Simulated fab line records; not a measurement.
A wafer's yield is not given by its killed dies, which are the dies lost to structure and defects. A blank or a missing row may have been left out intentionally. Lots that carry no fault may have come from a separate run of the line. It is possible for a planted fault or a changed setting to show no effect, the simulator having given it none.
fab line records / flow gf180mcu
record: lots: 15 wafers: 45 last-day: 34
route steps=602 shown STI@31 DUAL_GATE@156 HV_LDD@184 SAB@275
lots untouched by any fault: they come from a run of this same line in which no faults occurred
start-h: the number of hours between the record's first day and the start of the first shown wafer of the lot / wait-h: hours elapsed since this lot's preceding step / " same as the row above / L1.1+2: a row that stands for several wafers / - no value, or no start given / * or withheld: withheld / < > ~ a bound
route shown NAME@n: NAME is a module with steps in the file, n the number in the route of the first one / usual: mean and standard deviation over wafers with no fault / same: alike in all rows / chamber/n: place in a boat / sites: readings site by site / _std_site: the standard deviation of these / _edge_site: outer sites' mean less inner sites' / radius-mm: for every site, how far away it sits from the centre of the wafer / mask NAME#n: copy n / behind: tool/chamber where the wafer was last shaped / hold: cause of the lot's hold/its duration in hours/its outcome / device: transistor that didn't switch, given as n, p or np / end of line: the same wafers' tests at the end of the route / a step given without rows: its recipe and nothing more / killed: the dies lost at the first sort to structure and to defects; this is not the yield of the wafer / map: a wafer's dies, x killed, . not, _ none there
set.NAME: the setting as run; set.NAME@STEP: as run at that earlier step / model.NAME: the simulator's own value behind a step, which no gauge read
the route's steps for a sample of lots (tables are steps, rows are wafers)
services: from which hour (start-h, from the record's first day; less than 0 if before it) a tool's chamber was out of use, for how many hours, and why
== steps ==
step: GF_STI_THK_MEAS_30
recipe: reads: SiO2_of_STI_OXIDATION_29
usual: STI_OXIDATION_02_THK: 10.03/0.17
lot.wafer=L538.4 tool=film-metro-04 chamber=- start-h=32.67 wait-h=0.0 STI_OXIDATION_02_THK[nm]=10.09
lot.wafer=L538.5 tool=film-metro-04 chamber=- start-h=32.67 wait-h=0.0 STI_OXIDATION_02_THK[nm]=9.87
lot.wafer=L538.6 tool=film-metro-04 chamber=- start-h=32.67 wait-h=0.0 STI_OXIDATION_02_THK[nm]=9.86
lot.wafer=L539.2 tool=film-metro-01 chamber=- start-h=36.39 wait-h=0.0 STI_OXIDATION_02_THK[nm]=10.14
lot.wafer=L539.4 tool=film-metro-01 chamber=- start-h=36.39 wait-h=0.0 STI_OXIDATION_02_THK[nm]=10.06
lot.wafer=L539.6 tool=film-metro-01 chamber=- start-h=36.39 wait-h=0.0 STI_OXIDATION_02_THK[nm]=9.99
lot.wafer=L542.2 tool=film-metro-04 chamber=- start-h=51.47 wait-h=0.0 STI_OXIDATION_02_THK[nm]=10.36
lot.wafer=L542.3 tool=film-metro-04 chamber=- start-h=51.47 wait-h=0.0 STI_OXIDATION_02_THK[nm]=10.10
lot.wafer=L542.6 tool=film-metro-04 chamber=- start-h=51.47 wait-h=0.0 STI_OXIDATION_02_THK[nm]=10.09
lot.wafer=L543.1 tool=film-metro-01 chamber=- start-h=55.26 wait-h=0.0 STI_OXIDATION_02_THK[nm]=9.91
lot.wafer=L543.3 tool=film-metro-01 chamber=- start-h=55.26 wait-h=0.0 STI_OXIDATION_02_THK[nm]=9.94
lot.wafer=L543.6 tool=film-metro-01 chamber=- start-h=55.26 wait-h=0.0 STI_OXIDATION_02_THK[nm]=9.89
lot.wafer=L545.1 tool=film-metro-01 chamber=- start-h=66.97 wait-h=0.0 STI_OXIDATION_02_THK[nm]=9.71
lot.wafer=L545.4 tool=film-metro-01 chamber=- start-h=66.97 wait-h=0.0 STI_OXIDATION_02_THK[nm]=9.85
lot.wafer=L545.5 tool=film-metro-01 chamber=- start-h=66.97 wait-h=0.0 STI_OXIDATION_02_THK[nm]=9.74
lot.wafer=L547.3 tool=film-metro-01 chamber=- start-h=76.88 wait-h=0.0 STI_OXIDATION_02_THK[nm]=10.12
lot.wafer=L547.4 tool=film-metro-01 chamber=- start-h=76.88 wait-h=0.0 STI_OXIDATION_02_THK[nm]=10.05
lot.wafer=L547.5 tool=film-metro-01 chamber=- start-h=76.88 wait-h=0.0 STI_OXIDATION_02_THK[nm]=9.89
lot.wafer=L549.1 tool=film-metro-04 chamber=- start-h=87.85 wait-h=0.0 STI_OXIDATION_02_THK[nm]=9.80
lot.wafer=L549.5 tool=film-metro-04 chamber=- start-h=87.85 wait-h=0.0 STI_OXIDATION_02_THK[nm]=10.05
lot.wafer=L549.6 tool=film-metro-04 chamber=- start-h=87.85 wait-h=0.0 STI_OXIDATION_02_THK[nm]=9.92
lot.wafer=L550.1 tool=film-metro-01 chamber=- start-h=91.46 wait-h=0.0 STI_OXIDATION_02_THK[nm]=9.93
lot.wafer=L550.2 tool=film-metro-01 chamber=- start-h=91.46 wait-h=0.0 STI_OXIDATION_02_THK[nm]=9.76
lot.wafer=L550.3 tool=film-metro-01 chamber=- start-h=91.46 wait-h=0.0 STI_OXIDATION_02_THK[nm]=10.06
lot.wafer=L551.3 tool=film-metro-01 chamber=- start-h=96.96 wait-h=0.0 STI_OXIDATION_02_THK[nm]=10.07
lot.wafer=L551.5 tool=film-metro-01 chamber=- start-h=96.96 wait-h=0.0 STI_OXIDATION_02_THK[nm]=10.03
lot.wafer=L551.6 tool=film-metro-01 chamber=- start-h=96.96 wait-h=0.0 STI_OXIDATION_02_THK[nm]=10.24
lot.wafer=L552.1 tool=film-metro-02 chamber=- start-h=102.91 wait-h=0.0 STI_OXIDATION_02_THK[nm]=10.20
lot.wafer=L552.3 tool=film-metro-02 chamber=- start-h=102.91 wait-h=0.0 STI_OXIDATION_02_THK[nm]=10.38
lot.wafer=L552.5 tool=film-metro-02 chamber=- start-h=102.91 wait-h=0.0 STI_OXIDATION_02_THK[nm]=10.15
lot.wafer=L554.1 tool=film-metro-04 chamber=- start-h=115.00 wait-h=0.0 STI_OXIDATION_02_THK[nm]=10.11
lot.wafer=L554.4 tool=film-metro-04 chamber=- start-h=115.00 wait-h=0.0 STI_OXIDATION_02_THK[nm]=10.07
lot.wafer=L554.6 tool=film-metro-04 chamber=- start-h=115.00 wait-h=0.0 STI_OXIDATION_02_THK[nm]=10.14
lot.wafer=L557.2 tool=film-metro-02 chamber=- start-h=127.62 wait-h=0.0 STI_OXIDATION_02_THK[nm]=9.96
lot.wafer=L557.3 tool=film-metro-02 chamber=- start-h=127.62 wait-h=0.0 STI_OXIDATION_02_THK[nm]=9.90
lot.wafer=L557.6 tool=film-metro-02 chamber=- start-h=127.62 wait-h=0.0 STI_OXIDATION_02_THK[nm]=10.13
lot.wafer=L559.2 tool=film-metro-01 chamber=- start-h=137.59 wait-h=0.0 STI_OXIDATION_02_THK[nm]=10.24
lot.wafer=L559.5 tool=film-metro-01 chamber=- start-h=137.59 wait-h=0.0 STI_OXIDATION_02_THK[nm]=10.54
lot.wafer=L559.6 tool=film-metro-01 chamber=- start-h=137.59 wait-h=0.0 STI_OXIDATION_02_THK[nm]=10.49
lot.wafer=L560.1 tool=film-metro-04 chamber=- start-h=142.91 wait-h=0.0 STI_OXIDATION_02_THK[nm]=10.19
lot.wafer=L560.4 tool=film-metro-04 chamber=- start-h=142.91 wait-h=0.0 STI_OXIDATION_02_THK[nm]=10.13
lot.wafer=L560.6 tool=film-metro-04 chamber=- start-h=142.91 wait-h=0.0 STI_OXIDATION_02_THK[nm]=10.15
lot.wafer=L561.4 tool=film-metro-01 chamber=- start-h=148.18 wait-h=0.0 STI_OXIDATION_02_THK[nm]=9.83
lot.wafer=L561.5 tool=film-metro-01 chamber=- start-h=148.18 wait-h=0.0 STI_OXIDATION_02_THK[nm]=10.02
lot.wafer=L561.6 tool=film-metro-01 chamber=- start-h=148.18 wait-h=0.0 STI_OXIDATION_02_THK[nm]=9.76
step: GF_DUAL_GATE_OXIDATION_15
recipe: temp-c: 850 ambient: O2 stabilise-s: 600 purge-s: 300 target-thk-a: 70.98 ox-time-s: 1995
usual: ox-temp-c: 850.0/0.43 ox-temp-c-max: 855.2/2.1 purge-s: 300/0
lot.wafer=L538.4 tool=furnace-02 chamber=0 start-h=176.78 wait-h=0.9 ox-temp-c=849.2 ox-temp-c-max=854.5 purge-s=300
lot.wafer=L538.5 tool=furnace-02 chamber=0 start-h=176.78 wait-h=0.9 ox-temp-c=850.0 ox-temp-c-max=857.8 purge-s=300
lot.wafer=L538.6 tool=furnace-02 chamber=0 start-h=176.78 wait-h=0.9 ox-temp-c=850.1 ox-temp-c-max=856.4 purge-s=300
lot.wafer=L539.2 tool=furnace-02 chamber=0 start-h=183.70 wait-h=0.6 ox-temp-c=849.5 ox-temp-c-max=855.2 purge-s=300
lot.wafer=L539.4 tool=furnace-02 chamber=0 start-h=183.70 wait-h=0.6 ox-temp-c=849.4 ox-temp-c-max=855.6 purge-s=300
lot.wafer=L539.6 tool=furnace-02 chamber=0 start-h=183.70 wait-h=0.6 ox-temp-c=849.9 ox-temp-c-max=857.3 purge-s=300
lot.wafer=L542.2 tool=furnace-02 chamber=0 start-h=203.32 wait-h=0.0 ox-temp-c=850.0 ox-temp-c-max=855.7 purge-s=300
lot.wafer=L542.3 tool=furnace-02 chamber=0 start-h=203.32 wait-h=0.0 ox-temp-c=849.9 ox-temp-c-max=856.1 purge-s=300
lot.wafer=L542.6 tool=furnace-02 chamber=0 start-h=203.32 wait-h=0.0 ox-temp-c=850.0 ox-temp-c-max=856.1 purge-s=300
lot.wafer=L543.1 tool=furnace-02 chamber=0 start-h=208.27 wait-h=0.0 ox-temp-c=850.2 ox-temp-c-max=857.6 purge-s=300
lot.wafer=L543.3 tool=furnace-02 chamber=0 start-h=208.27 wait-h=0.0 ox-temp-c=850.3 ox-temp-c-max=855.1 purge-s=300
lot.wafer=L543.6 tool=furnace-02 chamber=0 start-h=208.27 wait-h=0.0 ox-temp-c=849.9 ox-temp-c-max=856.1 purge-s=300
lot.wafer=L545.1 tool=furnace-01 chamber=0 start-h=223.04 wait-h=0.0 ox-temp-c=850.2 ox-temp-c-max=853.7 purge-s=300
lot.wafer=L545.4 tool=furnace-01 chamber=0 start-h=223.04 wait-h=0.0 ox-temp-c=849.6 ox-temp-c-max=853.7 purge-s=300
lot.wafer=L545.5 tool=furnace-01 chamber=0 start-h=223.04 wait-h=0.0 ox-temp-c=850.0 ox-temp-c-max=853.2 purge-s=300
lot.wafer=L547.3 tool=furnace-02 chamber=0 start-h=239.80 wait-h=1.2 ox-temp-c=849.5 ox-temp-c-max=855.5 purge-s=300
lot.wafer=L547.4 tool=furnace-02 chamber=0 start-h=239.80 wait-h=1.2 ox-temp-c=849.9 ox-temp-c-max=855.9 purge-s=300
lot.wafer=L547.5 tool=furnace-02 chamber=0 start-h=239.80 wait-h=1.2 ox-temp-c=850.4 ox-temp-c-max=857.7 purge-s=300
lot.wafer=L549.1 tool=furnace-02 chamber=0 start-h=254.99 wait-h=1.7 ox-temp-c=849.8 ox-temp-c-max=855.4 purge-s=300
lot.wafer=L549.5 tool=furnace-02 chamber=0 start-h=254.99 wait-h=1.7 ox-temp-c=849.6 ox-temp-c-max=855.7 purge-s=300
lot.wafer=L549.6 tool=furnace-02 chamber=0 start-h=254.99 wait-h=1.7 ox-temp-c=849.5 ox-temp-c-max=853.9 purge-s=300
lot.wafer=L550.1 tool=furnace-02 chamber=- start-h=259.79 wait-h=0.0 ox-temp-c=- ox-temp-c-max=- purge-s=-
lot.wafer=L550.2 tool=furnace-02 chamber=- start-h=259.79 wait-h=0.0 ox-temp-c=- ox-temp-c-max=- purge-s=-
lot.wafer=L550.3 tool=furnace-02 chamber=- start-h=259.79 wait-h=0.0 ox-temp-c=- ox-temp-c-max=- purge-s=-
lot.wafer=L551.3 tool=furnace-01 chamber=- start-h=266.53 wait-h=0.8 ox-temp-c=- ox-temp-c-max=- purge-s=-
lot.wafer=L551.5 tool=furnace-01 chamber=- start-h=266.53 wait-h=0.8 ox-temp-c=- ox-temp-c-max=- purge-s=-
lot.wafer=L551.6 tool=furnace-01 chamber=- start-h=266.53 wait-h=0.8 ox-temp-c=- ox-temp-c-max=- purge-s=-
lot.wafer=L552.1 tool=furnace-01 chamber=- start-h=276.14 wait-h=2.6 ox-temp-c=- ox-temp-c-max=- purge-s=-
lot.wafer=L552.3 tool=furnace-01 chamber=- start-h=276.14 wait-h=2.6 ox-temp-c=- ox-temp-c-max=- purge-s=-
lot.wafer=L552.5 tool=furnace-01 chamber=- start-h=276.14 wait-h=2.6 ox-temp-c=- ox-temp-c-max=- purge-s=-
lot.wafer=L554.1 tool=furnace-01 chamber=0 start-h=292.29 wait-h=1.9 ox-temp-c=850.5 ox-temp-c-max=852.4 purge-s=300
lot.wafer=L554.4 tool=furnace-01 chamber=0 start-h=292.29 wait-h=1.9 ox-temp-c=850.2 ox-temp-c-max=852.9 purge-s=300
lot.wafer=L554.6 tool=furnace-01 chamber=0 start-h=292.29 wait-h=1.9 ox-temp-c=849.9 ox-temp-c-max=852.4 purge-s=300
lot.wafer=L557.2 tool=furnace-02 chamber=0 start-h=310.25 wait-h=0.0 ox-temp-c=850.5 ox-temp-c-max=856.4 purge-s=300
lot.wafer=L557.3 tool=furnace-02 chamber=0 start-h=310.25 wait-h=0.0 ox-temp-c=849.7 ox-temp-c-max=856.8 purge-s=300
lot.wafer=L557.6 tool=furnace-02 chamber=0 start-h=310.25 wait-h=0.0 ox-temp-c=850.2 ox-temp-c-max=857.3 purge-s=300
lot.wafer=L559.2 tool=furnace-02 chamber=0 start-h=320.79 wait-h=0.2 ox-temp-c=849.9 ox-temp-c-max=856.9 purge-s=300
lot.wafer=L559.5 tool=furnace-02 chamber=0 start-h=320.79 wait-h=0.2 ox-temp-c=850.3 ox-temp-c-max=855.7 purge-s=300
lot.wafer=L559.6 tool=furnace-02 chamber=0 start-h=320.79 wait-h=0.2 ox-temp-c=849.2 ox-temp-c-max=855.4 purge-s=300
lot.wafer=L560.1 tool=furnace-01 chamber=0 start-h=327.91 wait-h=0.2 ox-temp-c=850.1 ox-temp-c-max=852.8 purge-s=300
lot.wafer=L560.4 tool=furnace-01 chamber=0 start-h=327.91 wait-h=0.2 ox-temp-c=850.3 ox-temp-c-max=854.7 purge-s=300
lot.wafer=L560.6 tool=furnace-01 chamber=0 start-h=327.91 wait-h=0.2 ox-temp-c=850.3 ox-temp-c-max=852.8 purge-s=300
lot.wafer=L561.4 tool=furnace-02 chamber=0 start-h=336.18 wait-h=0.0 ox-temp-c=849.6 ox-temp-c-max=856.0 purge-s=300
lot.wafer=L561.5 tool=furnace-02 chamber=0 start-h=336.18 wait-h=0.0 ox-temp-c=849.5 ox-temp-c-max=855.2 purge-s=300
lot.wafer=L561.6 tool=furnace-02 chamber=0 start-h=336.18 wait-h=0.0 ox-temp-c=849.4 ox-temp-c-max=855.5 purge-s=300
step: GF_HV_LDD_OVL_MEAS_08
usual: HV_LDD_OVL: 1.3/1.5
lot.wafer=L538.4 tool=overlay-01 chamber=- start-h=216.69 wait-h=0.1 HV_LDD_OVL[nm]=1.9
lot.wafer=L538.5 tool=overlay-01 chamber=- start-h=216.69 wait-h=0.1 HV_LDD_OVL[nm]=0.9
lot.wafer=L538.6 tool=overlay-01 chamber=- start-h=216.69 wait-h=0.1 HV_LDD_OVL[nm]=1.2
lot.wafer=L539.2 tool=overlay-01 chamber=- start-h=224.72 wait-h=0.1 HV_LDD_OVL[nm]=2.7
lot.wafer=L539.4 tool=overlay-01 chamber=- start-h=224.72 wait-h=0.1 HV_LDD_OVL[nm]=2.4
lot.wafer=L539.6 tool=overlay-01 chamber=- start-h=224.72 wait-h=0.1 HV_LDD_OVL[nm]=2.8
lot.wafer=L542.2 tool=overlay-01 chamber=- start-h=244.12 wait-h=0.1 HV_LDD_OVL[nm]=2.9
lot.wafer=L542.3 tool=overlay-01 chamber=- start-h=244.12 wait-h=0.1 HV_LDD_OVL[nm]=2.0
lot.wafer=L542.6 tool=overlay-01 chamber=- start-h=244.12 wait-h=0.1 HV_LDD_OVL[nm]=1.5
lot.wafer=L543.1 tool=overlay-02 chamber=- start-h=249.89 wait-h=0.1 HV_LDD_OVL[nm]=3.1
lot.wafer=L543.3 tool=overlay-02 chamber=- start-h=249.89 wait-h=0.1 HV_LDD_OVL[nm]=3.3
lot.wafer=L543.6 tool=overlay-02 chamber=- start-h=249.89 wait-h=0.1 HV_LDD_OVL[nm]=2.7
lot.wafer=L545.1 tool=overlay-01 chamber=- start-h=266.01 wait-h=0.1 HV_LDD_OVL[nm]=-0.1
lot.wafer=L545.4 tool=overlay-01 chamber=- start-h=266.01 wait-h=0.1 HV_LDD_OVL[nm]=1.1
lot.wafer=L545.5 tool=overlay-01 chamber=- start-h=266.01 wait-h=0.1 HV_LDD_OVL[nm]=0.0
lot.wafer=L547.3 tool=overlay-01 chamber=- start-h=282.73 wait-h=0.1 HV_LDD_OVL[nm]=1.4
lot.wafer=L547.4 tool=overlay-01 chamber=- start-h=282.73 wait-h=0.1 HV_LDD_OVL[nm]=0.2
lot.wafer=L547.5 tool=overlay-01 chamber=- start-h=282.73 wait-h=0.1 HV_LDD_OVL[nm]=1.4
lot.wafer=L549.1 tool=overlay-02 chamber=- start-h=303.56 wait-h=0.1 HV_LDD_OVL[nm]=0.0
lot.wafer=L549.5 tool=overlay-02 chamber=- start-h=303.56 wait-h=0.1 HV_LDD_OVL[nm]=2.1
lot.wafer=L549.6 tool=overlay-02 chamber=- start-h=303.56 wait-h=0.1 HV_LDD_OVL[nm]=0.7
lot.wafer=L554.1 tool=overlay-02 chamber=- start-h=338.79 wait-h=0.1 HV_LDD_OVL[nm]=-0.1
lot.wafer=L554.4 tool=overlay-02 chamber=- start-h=338.79 wait-h=0.1 HV_LDD_OVL[nm]=0.5
lot.wafer=L554.6 tool=overlay-02 chamber=- start-h=338.79 wait-h=0.1 HV_LDD_OVL[nm]=1.6
lot.wafer=L557.2 tool=overlay-02 chamber=- start-h=356.29 wait-h=0.1 HV_LDD_OVL[nm]=2.4
lot.wafer=L557.3 tool=overlay-02 chamber=- start-h=356.29 wait-h=0.1 HV_LDD_OVL[nm]=1.6
lot.wafer=L557.6 tool=overlay-02 chamber=- start-h=356.29 wait-h=0.1 HV_LDD_OVL[nm]=4.3
lot.wafer=L559.2 tool=overlay-01 chamber=- start-h=368.71 wait-h=0.1 HV_LDD_OVL[nm]=0.1
lot.wafer=L559.5 tool=overlay-01 chamber=- start-h=368.71 wait-h=0.1 HV_LDD_OVL[nm]=2.3
lot.wafer=L559.6 tool=overlay-01 chamber=- start-h=368.71 wait-h=0.1 HV_LDD_OVL[nm]=1.8
lot.wafer=L560.1 tool=overlay-02 chamber=- start-h=376.32 wait-h=0.1 HV_LDD_OVL[nm]=3.8
lot.wafer=L560.4 tool=overlay-02 chamber=- start-h=376.32 wait-h=0.1 HV_LDD_OVL[nm]=3.9
lot.wafer=L560.6 tool=overlay-02 chamber=- start-h=376.32 wait-h=0.1 HV_LDD_OVL[nm]=3.6
lot.wafer=L561.4 tool=overlay-02 chamber=- start-h=385.50 wait-h=0.1 HV_LDD_OVL[nm]=2.8
lot.wafer=L561.5 tool=overlay-02 chamber=- start-h=385.50 wait-h=0.1 HV_LDD_OVL[nm]=2.2
lot.wafer=L561.6 tool=overlay-02 chamber=- start-h=385.50 wait-h=0.1 HV_LDD_OVL[nm]=1.0
step: GF_SAB_ETCH_11
recipe: chemistry: C4F8/O2/Ar mask-material: NOVOLAK target: SiO2 target-depth-nm: 55 source-w: 1500 bias-w: 1200 pressure-mtorr: 40 c4f8-flow-sccm: withheld O2_flow_sccm: 6 Ar_flow_sccm: 300 time-s: 8.5
usual: oes-product-au: 0.995/0.0076
lot.wafer=L538.4 tool=rie-diel-01 chamber=1 start-h=336.77 wait-h=0.0 oes-product-au=1.008 rf-hours-counter-h=64
lot.wafer=L538.5 tool=rie-diel-01 chamber=0 start-h=336.77 wait-h=0.0 oes-product-au=0.997 rf-hours-counter-h=-
lot.wafer=L538.6 tool=rie-diel-01 chamber=3 start-h=336.77 wait-h=0.0 oes-product-au=1.002 rf-hours-counter-h=-
lot.wafer=L539.2 tool=rie-diel-03 chamber=3 start-h=346.87 wait-h=0.0 oes-product-au=0.983 rf-hours-counter-h=23
lot.wafer=L539.4 tool=rie-diel-03 chamber=1 start-h=346.87 wait-h=0.0 oes-product-au=0.992 rf-hours-counter-h=121
lot.wafer=L539.6 tool=rie-diel-03 chamber=3 start-h=346.87 wait-h=0.0 oes-product-au=0.991 rf-hours-counter-h=-
lot.wafer=L542.2 tool=rie-diel-01 chamber=2 start-h=370.02 wait-h=0.0 oes-product-au=0.992 rf-hours-counter-h=15
lot.wafer=L542.3 tool=rie-diel-01 chamber=0 start-h=370.02 wait-h=0.0 oes-product-au=0.981 rf-hours-counter-h=54
lot.wafer=L542.6 tool=rie-diel-01 chamber=3 start-h=370.02 wait-h=0.0 oes-product-au=0.991 rf-hours-counter-h=-
lot.wafer=L543.1 tool=rie-diel-02 chamber=1 start-h=377.65 wait-h=0.0 oes-product-au=0.989 rf-hours-counter-h=77
lot.wafer=L543.3 tool=rie-diel-02 chamber=2 start-h=377.65 wait-h=0.0 oes-product-au=0.982 rf-hours-counter-h=1
lot.wafer=L543.6 tool=rie-diel-02 chamber=1 start-h=377.65 wait-h=0.0 oes-product-au=0.999 rf-hours-counter-h=-
lot.wafer=L545.1 tool=rie-diel-03 chamber=1 start-h=398.53 wait-h=0.0 oes-product-au=0.981 rf-hours-counter-h=0
lot.wafer=L545.4 tool=rie-diel-03 chamber=3 start-h=398.53 wait-h=0.0 oes-product-au=0.986 rf-hours-counter-h=24
lot.wafer=L545.5 tool=rie-diel-03 chamber=1 start-h=398.53 wait-h=0.0 oes-product-au=0.994 rf-hours-counter-h=-
lot.wafer=L547.3 tool=rie-diel-01 chamber=0 start-h=416.20 wait-h=0.0 oes-product-au=1.000 rf-hours-counter-h=56
lot.wafer=L547.4 tool=rie-diel-01 chamber=0 start-h=416.20 wait-h=0.0 oes-product-au=0.988 rf-hours-counter-h=-
lot.wafer=L547.5 tool=rie-diel-01 chamber=2 start-h=416.20 wait-h=0.0 oes-product-au=0.998 rf-hours-counter-h=-
lot.wafer=L549.1 tool=rie-diel-02 chamber=3 start-h=441.88 wait-h=0.0 oes-product-au=0.992 rf-hours-counter-h=39
lot.wafer=L549.5 tool=rie-diel-02 chamber=0 start-h=441.88 wait-h=0.0 oes-product-au=0.990 rf-hours-counter-h=-
lot.wafer=L549.6 tool=rie-diel-02 chamber=3 start-h=441.88 wait-h=0.0 oes-product-au=0.988 rf-hours-counter-h=-
lot.wafer=L554.1 tool=rie-diel-01 chamber=0 start-h=483.23 wait-h=0.0 oes-product-au=0.991 rf-hours-counter-h=58
lot.wafer=L554.4 tool=rie-diel-01 chamber=1 start-h=483.23 wait-h=0.0 oes-product-au=0.997 rf-hours-counter-h=-
lot.wafer=L554.6 tool=rie-diel-01 chamber=2 start-h=483.23 wait-h=0.0 oes-product-au=1.000 rf-hours-counter-h=-
lot.wafer=L557.2 tool=rie-diel-03 chamber=2 start-h=500.75 wait-h=0.0 oes-product-au=0.993 rf-hours-counter-h=51
lot.wafer=L557.3 tool=rie-diel-03 chamber=1 start-h=500.75 wait-h=0.0 oes-product-au=0.990 rf-hours-counter-h=3
lot.wafer=L557.6 tool=rie-diel-03 chamber=2 start-h=500.75 wait-h=0.0 oes-product-au=0.994 rf-hours-counter-h=-
lot.wafer=L559.2 tool=rie-diel-01 chamber=1 start-h=514.87 wait-h=0.0 oes-product-au=1.010 rf-hours-counter-h=69
lot.wafer=L559.5 tool=rie-diel-01 chamber=0 start-h=514.87 wait-h=0.0 oes-product-au=1.001 rf-hours-counter-h=-
lot.wafer=L559.6 tool=rie-diel-01 chamber=1 start-h=514.87 wait-h=0.0 oes-product-au=1.011 rf-hours-counter-h=-
lot.wafer=L560.1 tool=rie-diel-03 chamber=1 start-h=522.95 wait-h=0.0 oes-product-au=1.000 rf-hours-counter-h=4
lot.wafer=L560.4 tool=rie-diel-03 chamber=3 start-h=522.95 wait-h=0.0 oes-product-au=0.994 rf-hours-counter-h=28
lot.wafer=L560.6 tool=rie-diel-03 chamber=3 start-h=522.95 wait-h=0.0 oes-product-au=0.986 rf-hours-counter-h=-
lot.wafer=L561.4 tool=rie-diel-01 chamber=0 start-h=532.31 wait-h=0.0 oes-product-au=0.983 rf-hours-counter-h=-
lot.wafer=L561.5 tool=rie-diel-01 chamber=2 start-h=532.31 wait-h=0.0 oes-product-au=0.990 rf-hours-counter-h=-
lot.wafer=L561.6 tool=rie-diel-01 chamber=1 start-h=532.31 wait-h=0.0 oes-product-au=0.992 rf-hours-counter-h=-
== services ==
tool=furnace-02 chamber=- start-h=188.20 hours=1.4 kind=pm
tool=rie-diel-01 chamber=1 start-h=190.06 hours=9.8 kind=repair
tool=rie-diel-01 chamber=2 start-h=192.57 hours=23.1 kind=repair
tool=rie-diel-01 chamber=1 start-h=208.36 hours=2.7 kind=repair
tool=rie-diel-01 chamber=- start-h=213.84 hours=0.9 kind=repair
tool=furnace-01 chamber=- start-h=226.15 hours=4.1 kind=pm
tool=furnace-02 chamber=- start-h=248.85 hours=3.6 kind=pm
tool=rie-diel-01 chamber=0 start-h=250.25 hours=4.6 kind=repair
tool=rie-diel-01 chamber=0 start-h=270.69 hours=1.2 kind=repair
tool=rie-diel-01 chamber=0 start-h=275.48 hours=16.6 kind=repair
tool=furnace-02 chamber=- start-h=286.80 hours=3.0 kind=pm
tool=furnace-01 chamber=- start-h=392.10 hours=7.8 kind=pm
tool=furnace-01 chamber=- start-h=399.90 hours=2.8 kind=pm
tool=furnace-01 chamber=- start-h=402.73 hours=3.9 kind=pm
tool=rie-diel-01 chamber=3 start-h=414.68 hours=6.5 kind=repair
tool=furnace-02 chamber=- start-h=417.98 hours=14.0 kind=pm
tool=furnace-02 chamber=- start-h=439.35 hours=38.3 kind=pm
tool=rie-diel-01 chamber=2 start-h=448.42 hours=7.4 kind=repair
tool=rie-diel-01 chamber=- start-h=451.30 hours=2.8 kind=pm
tool=rie-diel-01 chamber=- start-h=466.64 hours=1.2 kind=repair
tool=rie-diel-01 chamber=3 start-h=471.54 hours=55.5 kind=repair
tool=furnace-02 chamber=- start-h=477.69 hours=3.6 kind=pm
tool=rie-diel-01 chamber=2 start-h=491.31 hours=2.1 kind=repair
tool=furnace-02 chamber=- start-h=531.58 hours=3.0 kind=pm
== key ==
first-sign: step: GF_DUAL_GATE_OXIDATION_15 reading: tool-record direction: missing
effect none on later readings
met-at GF_DUAL_GATE_OXIDATION_15
struck-lots L550,L551,L552
later-rows-left-out L550.1,L550.2,L550.3,L551.3,L551.5,L551.6,L552.1,L552.3,L552.5
sort-left-out L550.1,L550.2,L550.3,L551.3,L551.5,L551.6,L552.1,L552.3,L552.5
tester-left-out L550,L551,L552
not-acting-at GF_STI_THK_MEAS_30,GF_HV_LDD_OVL_MEAS_08,GF_SAB_ETCH_11
onset-between 254.99 259.79
fault: kind: skipped-step-whole tool: furnace-01,furnace-02 chamber: - onset-h: 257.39 steps: GF_DUAL_GATE_OXIDATION_15 scope: struck-lots-only
tester-left-out: of these lots the tester's yield and bins aren't shown, on N5 and GAA mostly nor the transistor test; their killed dies are dies lost to structure and defects alone, not to doping, threshold or leakage, so they don't give the yield
sort-left-out: the simulated sort isn't trusted on such a fault, so these wafers' sort isn't shown, and their yield isn't known
later-rows-left-out: the simulator's readings of these wafers behind a module that went badly wrong aren't trusted and aren't shown, but for the sort
